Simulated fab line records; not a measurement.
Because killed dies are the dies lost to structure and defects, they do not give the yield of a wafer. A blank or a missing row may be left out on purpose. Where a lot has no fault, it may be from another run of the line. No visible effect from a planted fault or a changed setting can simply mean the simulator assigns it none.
Which tool was responsible? || flow sky130 || 17 wafers from 6 lots sampled at 2 of the route's 708 steps

== WHAT THE GAUGES SHOWED, per wafer ==
SKY_NWELL_TW_MEAS_15.
{"lot": "L861", "measured": "day 5 00:43", "on": "film metro-03", "NWELL_TW": "1826 1831 1813"}
{"lot": "L865", "measured": "day 6 02:23", "on": "film metro-02", "NWELL_TW": "1817 1820 1815"}
{"lot": "L867", "measured": "day 6 13:23", "on": "film metro-03", "NWELL_TW": "1825 1828 1829"}
{"lot": "L869", "measured": "day 7 01:14", "on": "film metro-03", "NWELL_TW": "1841 1824 1835"}
{"lot": "L873", "measured": "day 8 00:31", "on": "film metro-01", "NWELL_TW": "1845 1833 1841"}
{"lot": "L876", "measured": "day 8 19:41", "on": "film metro-03", "NWELL_TW": "1674 1836"}

== WHICH TOOL RAN EACH LOT (tool, then ch and the chambers of the sampled wafers, then the start) ==
{"lot": "L861", "SKY_NWELL_IMPLANT_11": "implanter-02 ch 0, day 5 00:10"}
{"lot": "L865", "SKY_NWELL_IMPLANT_11": "implanter-04 ch 0, day 6 01:50"}
{"lot": "L867", "SKY_NWELL_IMPLANT_11": "implanter-03 ch 0, day 6 12:52"}
{"lot": "L869", "SKY_NWELL_IMPLANT_11": "implanter-04 ch 0, day 7 00:41"}
{"lot": "L873", "SKY_NWELL_IMPLANT_11": "implanter-02 ch 0, day 7 23:58"}
{"lot": "L876", "SKY_NWELL_IMPLANT_11": "implanter-02 ch 0, day 8 19:08"}
- SKY_NWELL_IMPLANT_11

== THE ANSWER, worked out from the rows above alone ==
Rule: the usual values come from the lots themselves. The widest of any qualifying gaps counts: lots, ordered by their means at a reading, are off when they make up no more than a third of the lots, leave a main group of 4 or more, and stand apart from it by 3 or more times the standard deviation of that group's means. Not used: any main group whose means are identical at the precision the tables above print for the reading. A lot without any number at a reading at which 4 lots or more have one is off too. The other lots that the step has rows for count as sound.
Off: L876, at SKY_NWELL_TW_MEAS_15 (NWELL_TW). For the main group the mean is 1828 and the standard deviation 7.8.
If a tool, at a process step before that reading, ran all the lots that are off and no sound lot after the first of them, it fits. Those tools and the gauges at SKY_NWELL_TW_MEAS_15 are tried in the same way. 2 tools fit, implanter-02 at SKY_NWELL_IMPLANT_11 and film metro-03 at SKY_NWELL_TW_MEAS_15, so this cannot tell which one it is.

== WHAT THE SIMULATOR HAD PUT IN ==
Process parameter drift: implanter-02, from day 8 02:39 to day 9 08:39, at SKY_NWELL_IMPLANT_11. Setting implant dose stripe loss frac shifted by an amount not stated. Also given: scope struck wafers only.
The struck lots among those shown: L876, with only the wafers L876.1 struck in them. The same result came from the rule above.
